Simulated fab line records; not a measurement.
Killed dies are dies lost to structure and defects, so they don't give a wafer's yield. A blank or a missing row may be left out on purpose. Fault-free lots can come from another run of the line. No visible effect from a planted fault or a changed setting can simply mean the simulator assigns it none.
Chamber matching + flow sfq-line + SFQ_TRILAYER_C5_ETCH_VIA_ETCH_154 on rie-diel-02 has 4 sister chambers
The step etches SiO2 in CHF3, stops on Nb, target depth 84 nm. 14 wafers are shown with their chamber, then 7 later ones without.

## WAFERS WITH THEIR CHAMBER
| wafer  | chamber | drypump-motor-current-A (A) | oes-product-au (a.u.) |
|--------|---------|-----------------------------|-----------------------|
| L371.2 | 0       | 5.5                         | 0.888                 |
| L371.4 | 2       | 5.0                         | 0.904                 |
| L371.5 | 0       | 5.5                         | 0.895                 |
| L372.3 | 3       | 5.4                         | 0.882                 |
| L372.5 | 2       | 5.0                         | 0.899                 |
| L372.6 | 3       | 5.4                         | 0.890                 |
| L374.2 | 2       | 4.9                         | 0.904                 |
| L374.3 | 1       | 5.7                         | 0.885                 |
| L374.6 | 2       | 4.9                         | 0.893                 |
| L375.3 | 3       | 5.4                         | 0.888                 |
| L375.5 | 2       | 5.0                         | 0.895                 |
| L375.6 | 3       | 5.4                         | 0.887                 |
| L380.1 | 0       | 5.5                         | 0.867                 |
| L380.2 | 2       | 5.0                         | 0.868                 |

SIGNATURES, as means of the wafers listed above
| reading                 | chamber 0 | chamber 1 | chamber 2 | chamber 3 | scatter within a chamber |
|-------------------------|-----------|-----------|-----------|-----------|--------------------------|
| drypump-motor-current-A | 5.500     | 5.700     | 4.967     | 5.400     | 0.0365                   |
| oes-product-au          | 0.88333   | 0.88500   | 0.89383   | 0.88675   | 0.0117                   |
Rule: a wafer lies at a distance from a chamber equal to the root of the sum of squares, over the readings, of (its reading less the chamber's mean, divided by the reading's scatter). If the next closest chamber is less than 2 further off than the closest, the wafer can't be placed; otherwise it belongs to the closest. How the scatter is found: for the shown wafers, subtract from each reading the mean of its chamber, square and add these, divide the total by (wafers less chambers), then take the root.

## WAFERS WITHOUT THEIR CHAMBER
| wafer  | drypump-motor-current-A (A) | oes-product-au (a.u.) |
|--------|-----------------------------|-----------------------|
| L380.4 | 5.4                         | 0.870                 |
| L383.2 | 5.7                         | 0.878                 |
| L383.4 | 5.0                         | 0.894                 |
| L383.6 | 5.5                         | 0.891                 |
| L389.1 | 5.7                         | 0.885                 |
| L389.4 | 5.0                         | 0.899                 |
| L389.5 | 5.4                         | 0.907                 |

## CHAMBER TAKEN BY EACH
| wafer  | from the rows above     | in truth |
|--------|-------------------------|----------|
| L380.4 | can't be placed: 3 or 0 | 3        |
| L383.2 | 1                       | 1        |
| L383.4 | 2                       | 2        |
| L383.6 | 0                       | 0        |
| L389.1 | 1                       | 1        |
| L389.4 | 2                       | 2        |
| L389.5 | can't be placed: 3 or 0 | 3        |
5 of 7 placed correctly. Unplaceable from these rows: 2, with the true chamber sitting among the candidates in 2. 0 placed wrongly.
